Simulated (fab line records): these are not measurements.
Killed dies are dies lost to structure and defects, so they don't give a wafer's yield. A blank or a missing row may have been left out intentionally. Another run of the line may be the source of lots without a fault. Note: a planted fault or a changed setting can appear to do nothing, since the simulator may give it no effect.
Chamber matching | flow gf180mcu | GF_MIM_CVD_05 on pecvd-02 has 3 sister chambers
The step deposits Si3N4, target thk 42 nm, time 29.086 s. 6 wafers are shown with their chamber, then 7 later ones without.

WAFERS, EACH WITH ITS CHAMBER
wafer  | chamber | heaterPowerW (W) | rfFwdPowerW (W)
L077.5 | 0       | 629              | 445.1
L081.1 | 1       | 853              | 444.6
L081.3 | 2       | 649              | 444.3
L081.5 | 0       | 508              | 447.7
L086.1 | 2       | 742              | 444.2
L086.2 | 1       | 824              | 445.7

WAFERS MISSING THEIR CHAMBER
wafer  | heaterPowerW (W) | rfFwdPowerW (W)
L086.5 | 766              | 442.8
L088.2 | 663              | 438.4
L088.4 | 652              | 440.5
L088.5 | 598              | 446.1
L094.1 | 581              | 443.8
L094.2 | 847              | 444.9
L094.6 | 828              | 444.3

EACH ONE'S CHAMBER
wafer  | from the rows above          | in truth
L086.5 | can't be placed: 2 or 1      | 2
L088.2 | can't be placed: 2 or 1 or 0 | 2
L088.4 | can't be placed: 2 or 1 or 0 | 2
L088.5 | can't be placed: 0 or 2      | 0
L094.1 | can't be placed: 2 or 0      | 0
L094.2 | 1                            | 1
L094.6 | can't be placed: 1 or 2      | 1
Correct placement for 1 of the 7. Not placeable from these rows: 6 (in 6, the candidates include the true chamber). 0 placed wrongly.
How it was worked out, from the rows above alone: a wafer's distance from a chamber is the root of the sum, over the readings, of the square of ((its reading less the chamber's mean) divided by the reading's scatter). If the next closest chamber is less than 2 further off than the closest, the wafer can't be placed; otherwise it belongs to the closest. For every chamber, the mean is computed from those of its wafers that are shown. How the scatter is found: for the shown wafers, subtract from each reading the mean of its chamber, square and add these, divide the total by (wafers less chambers), then take the root.
